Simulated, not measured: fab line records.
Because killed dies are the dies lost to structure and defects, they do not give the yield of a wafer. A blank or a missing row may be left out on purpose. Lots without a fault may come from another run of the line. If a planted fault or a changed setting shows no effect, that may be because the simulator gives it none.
Chamber matching || flow sky130 || SKY_VIA3_ETCH_15 on rie diel-04: 4 sister chambers
The step etches SiO2 in C4F8/O2/Ar, stops on TiN, target depth 507 nm, time 78 s. 22 wafers are shown with their chamber, then 11 later ones without.

## EACH WAFER AND ITS CHAMBER
{"wafer": "L074.1", "chamber": 0, "oes product au (a.u.)": 0.943}
{"wafer": "L074.2", "chamber": 1, "oes product au (a.u.)": 0.943}
{"wafer": "L074.3", "chamber": 3, "oes product au (a.u.)": 0.948}
{"wafer": "L074.4", "chamber": 2, "oes product au (a.u.)": 0.949}
{"wafer": "L074.5", "chamber": 0, "oes product au (a.u.)": 0.941}
{"wafer": "L074.6", "chamber": 3, "oes product au (a.u.)": 0.948}
{"wafer": "L075.1", "chamber": 2, "oes product au (a.u.)": 0.950}
{"wafer": "L075.5", "chamber": 2, "oes product au (a.u.)": 0.950}
{"wafer": "L075.6", "chamber": 3, "oes product au (a.u.)": 0.946}
{"wafer": "L076.1", "chamber": 2, "oes product au (a.u.)": 0.948}
{"wafer": "L076.3", "chamber": 0, "oes product au (a.u.)": 0.950}
{"wafer": "L076.5", "chamber": 3, "oes product au (a.u.)": 0.944}
{"wafer": "L079.3", "chamber": 1, "oes product au (a.u.)": 0.941}
{"wafer": "L079.4", "chamber": 0, "oes product au (a.u.)": 0.946}
{"wafer": "L079.5", "chamber": 0, "oes product au (a.u.)": 0.948}
{"wafer": "L080.3", "chamber": 3, "oes product au (a.u.)": 0.943}
{"wafer": "L080.5", "chamber": 1, "oes product au (a.u.)": 0.943}
{"wafer": "L080.6", "chamber": 0, "oes product au (a.u.)": 0.943}
{"wafer": "L081.1", "chamber": 3, "oes product au (a.u.)": 0.943}
{"wafer": "L081.4", "chamber": 2, "oes product au (a.u.)": 0.950}
{"wafer": "L081.5", "chamber": 3, "oes product au (a.u.)": 0.941}
{"wafer": "L084.1", "chamber": 3, "oes product au (a.u.)": 0.936}

SIGNATURES (averages over the wafers above)
{"reading": "oes product au", "chamber 0": 0.94517, "chamber 1": 0.94233, "chamber 2": 0.94940, "chamber 3": 0.94362, "scatter within a chamber": 0.00311}
Rule: a wafer lies at a distance from a chamber equal to the root of the sum of squares, over the readings, of (its reading less the chamber's mean, divided by the reading's scatter). If the next closest chamber is less than 2 further off than the closest, the wafer can't be placed; otherwise it belongs to the closest. How the scatter is found: for the shown wafers, subtract from each reading the mean of its chamber, square and add these, divide the total by (wafers less chambers), then take the root.

## WAFERS WHOSE CHAMBER IS MISSING
{"wafer": "L084.2", "oes product au (a.u.)": 0.950}
{"wafer": "L084.6", "oes product au (a.u.)": 0.938}
{"wafer": "L090.2", "oes product au (a.u.)": 0.943}
{"wafer": "L090.3", "oes product au (a.u.)": 0.947}
{"wafer": "L090.4", "oes product au (a.u.)": 0.942}
{"wafer": "L096.3", "oes product au (a.u.)": 0.950}
{"wafer": "L096.4", "oes product au (a.u.)": 0.957}
{"wafer": "L096.5", "oes product au (a.u.)": 0.942}
{"wafer": "L097.1", "oes product au (a.u.)": 0.938}
{"wafer": "L097.3", "oes product au (a.u.)": 0.940}
{"wafer": "L097.5", "oes product au (a.u.)": 0.945}

## CHAMBER TAKEN BY EACH
{"wafer": "L084.2", "from the rows above": "can't be placed: 2 or 0 or 3", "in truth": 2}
{"wafer": "L084.6", "from the rows above": "can't be placed: 1 or 3 or 0", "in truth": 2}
{"wafer": "L090.2", "from the rows above": "can't be placed: 3 or 1 or 0 or 2", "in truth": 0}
{"wafer": "L090.3", "from the rows above": "can't be placed: 0 or 2 or 3 or 1", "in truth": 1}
{"wafer": "L090.4", "from the rows above": "can't be placed: 1 or 3 or 0", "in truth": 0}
{"wafer": "L096.3", "from the rows above": "can't be placed: 2 or 0 or 3", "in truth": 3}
{"wafer": "L096.4", "from the rows above": "can't be placed: 2 or 0 or 3", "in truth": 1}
{"wafer": "L096.5", "from the rows above": "can't be placed: 1 or 3 or 0", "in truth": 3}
{"wafer": "L097.1", "from the rows above": "can't be placed: 1 or 3 or 0", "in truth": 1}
{"wafer": "L097.3", "from the rows above": "can't be placed: 1 or 3 or 0", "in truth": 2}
{"wafer": "L097.5", "from the rows above": "can't be placed: 0 or 3 or 1 or 2", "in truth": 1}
Correctly placed: 0 of 11. Can't be placed from these rows: 11 (the true chamber is among the candidates in 8). Number placed wrongly: 0.
